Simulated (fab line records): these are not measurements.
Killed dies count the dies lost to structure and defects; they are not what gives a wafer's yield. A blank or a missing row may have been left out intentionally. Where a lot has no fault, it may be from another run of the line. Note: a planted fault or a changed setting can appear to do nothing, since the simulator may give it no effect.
Comparing a struck lot with a sound one ; flow sky130 ; 42 out of 708 route steps
Sound: wafers L266.1, L266.2, L266.3. Wafers L278.1, L278.2, L278.4 were the ones struck. At the end, the cause is stated.
Each step with rows lists, per side, the tool, then ch with its chambers, then its first start. Under that, the readings that differ: sound wafers ; struck wafers ; difference of the means ; sigmas: that difference in standard deviations of wafers without a fault.
alike: readings whose means differ by less than 2 such deviations, and words and numbers that are the same on both sides. not compared: withheld readings, readings that some wafer has no value for, bounds like >300 that may hide the same value, and numbers for which the record gives no deviation and whose values overlap.
The two part at a step that has a row with sigmas, a row that says differs or no value, or rows on one side only. Numbers that have no deviation but don't overlap get no sigmas and don't part them. A reading missing from all wafers of one side parts the sides only when that side holds two or more wafers.

SKY_NWELL_TW_MEAS_15:
  sound on film_metro-04, day 5 15:13; struck on film_metro-01, day 8 07:01
  alike: NWELL_TW
then, 7 steps without rows for these wafers: SKY_NWELL_DEHYDRATE_16 (time 60 s); SKY_NWELL_HMDS_17 (prime time 60 s); SKY_NWELL_COAT_18 (resist thk 3000 nm); SKY_NWELL_SOFTBAKE_19; SKY_NWELL_EXPOSE_20 (exposes mask NWM COMPLEMENT, target cd 840 nm); SKY_NWELL_PEB_21; SKY_NWELL_DEVELOP_22 (develop time 60 s).
SKY_NWELL_OVL_MEAS_23:
  sound on overlay-02, day 6 09:20; struck on overlay-01, day 9 03:56
  alike: NWELL_01_OVL
after that, 1 step had no rows for these wafers: SKY_NWELL_IMPLANT_24.
SKY_NWELL_STRIP_25: strips in O2/N2.
  sound on plasma_asher-01 ch 0,1, day 6 09:31; struck on plasma_asher-02 ch 0,1, day 9 04:07
  alike: drypump_motor_current_A, n2_flow_sccm, oes_product_au, strip_time_to_endpoint_s
  not compared: rf_hours_counter_h
SKY_NWELL_TW_MEAS_26:
  sound on film_metro-03, day 6 09:37; struck on film_metro-01, day 9 04:13
  alike: NWELL_2_TW
SKY_NWELL_CLEAN_27: cleans in SC1/SC2, time 150 s.
  sound on wet_bench-04 ch 2, day 6 09:41; struck on wet_bench-01 ch 3, day 9 04:17
SKY_NWELL_RTA_28: time 30 s.
  sound on rtp_anneal-01 ch 0, day 6 09:44; struck on rtp_anneal-01 ch 0, day 9 04:20
  alike: lamp_power_pct, ramp_down_c_per_s, ramp_up_c_per_s, wafer_temp_C_max
SKY_NWELL_RS_MEAS_29: measures by four-point-probe.
  sound on film_metro-04, day 6 09:50; struck on film_metro-04, day 9 04:26
reading;sound;struck;difference;sigmas
NWELL_RS (ohm/sq);621.9 623.2 622.3;627.8 627.6 627.9;+5.3;+3
SKY_NWELL_RS_MEAS_31: measures by four-point-probe.
  sound on film_metro-04, day 6 10:04; struck on film_metro-04, day 9 04:40
  alike: PWDE_RS
then, 7 steps without rows for these wafers: SKY_VT_ADJUST_HVTP_DEHYDRATE_00 (time 60 s); SKY_VT_ADJUST_HVTP_HMDS_01 (prime time 60 s); SKY_VT_ADJUST_HVTP_COAT_02 (resist thk 1140 nm); SKY_VT_ADJUST_HVTP_SOFTBAKE_03 (time 60 s); SKY_VT_ADJUST_HVTP_EXPOSE_04 (exposes mask HVTPM, target cd 380 nm); SKY_VT_ADJUST_HVTP_PEB_05; SKY_VT_ADJUST_HVTP_DEVELOP_06 (develop time 60 s).
SKY_VT_ADJUST_HVTP_CD_MEAS_07 targets a cd of 380 nm.
  sound on cd_sem-01, day 7 05:02; struck on cd_sem-02, day 10 02:17
  alike: cd_nm
SKY_VT_ADJUST_HVTP_OVL_MEAS_08:
  sound on overlay-01, day 7 05:10; struck on overlay-02, day 10 02:24
  alike: VT_ADJUST_HVTP_OVL
after that, 1 step had no rows for these wafers: SKY_VT_ADJUST_HVTP_IMPLANT_09.
SKY_VT_ADJUST_HVTP_STRIP_10: strips in O2/N2.
  sound on plasma_asher-04 ch 0,1, day 7 05:21; struck on plasma_asher-02 ch 0,1, day 10 02:35
  alike: drypump_motor_current_A, n2_flow_sccm, oes_product_au, strip_time_to_endpoint_s
  not compared: rf_hours_counter_h
SKY_VT_ADJUST_HVTP_TW_MEAS_11:
  sound on film_metro-04, day 7 05:27; struck on film_metro-01, day 10 02:41
  alike: VT_ADJUST_HVTP_TW
then, 7 steps without rows for these wafers: SKY_VT_ADJUST_LVTN_DEHYDRATE_00 (time 60 s); SKY_VT_ADJUST_LVTN_HMDS_01 (prime time 60 s); SKY_VT_ADJUST_LVTN_COAT_02 (resist thk 3000 nm); SKY_VT_ADJUST_LVTN_SOFTBAKE_03; SKY_VT_ADJUST_LVTN_EXPOSE_04 (exposes mask NWM COMPLEMENT LESS NATIVE, target cd 840 nm); SKY_VT_ADJUST_LVTN_PEB_05; SKY_VT_ADJUST_LVTN_DEVELOP_06 (develop time 60 s).
SKY_VT_ADJUST_LVTN_OVL_MEAS_07:
  sound on overlay-01, day 8 01:45; struck on overlay-02, day 11 02:02
  alike: VT_ADJUST_LVTN_OVL
after that, 1 step had no rows for these wafers: SKY_VT_ADJUST_LVTN_IMPLANT_08.
SKY_VT_ADJUST_LVTN_STRIP_09: strips in O2/N2.
  sound on plasma_asher-04 ch 0,1, day 8 01:56; struck on plasma_asher-01 ch 0,1, day 11 02:14
  alike: drypump_motor_current_A, n2_flow_sccm, oes_product_au, strip_time_to_endpoint_s
  not compared: rf_hours_counter_h
SKY_VT_ADJUST_LVTN_TW_MEAS_10:
  sound on film_metro-03, day 8 02:02; struck on film_metro-04, day 11 02:20
  alike: VT_ADJUST_LVTN_TW
then, 2 steps without rows for these wafers: SKY_VT_ADJUST_LVTN_DEHYDRATE_11 (time 60 s); SKY_VT_ADJUST_LVTN_HMDS_12 (prime time 60 s).
-- a jump in the record: the struck wafers' starts before and after are 39 days apart (it breaks off in module VT_ADJUST_LVTN and resumes in module PAD_OPEN, where the first step shown is number 708 of the route) --
SKY_PAD_OPEN_PROBE_99:
  sound on prober-01, day 47 01:13; struck on prober-02, day 49 16:36
reading;sound;struck;difference;sigmas
killed_at_front_end;14 15 12;81 78 66;+61;+14
killed_dies;88 74 78;141 137 137;+58;+6
  alike: killed_at_M0_to_M3, killed_at_M4_up, killed_at_contacts, killed_at_other, killed_open, killed_short

## WHERE THEY PART
Earliest at SKY_NWELL_RS_MEAS_29; latest, in this record, at SKY_PAD_OPEN_PROBE_99.

WHY: the cause the simulator had injected
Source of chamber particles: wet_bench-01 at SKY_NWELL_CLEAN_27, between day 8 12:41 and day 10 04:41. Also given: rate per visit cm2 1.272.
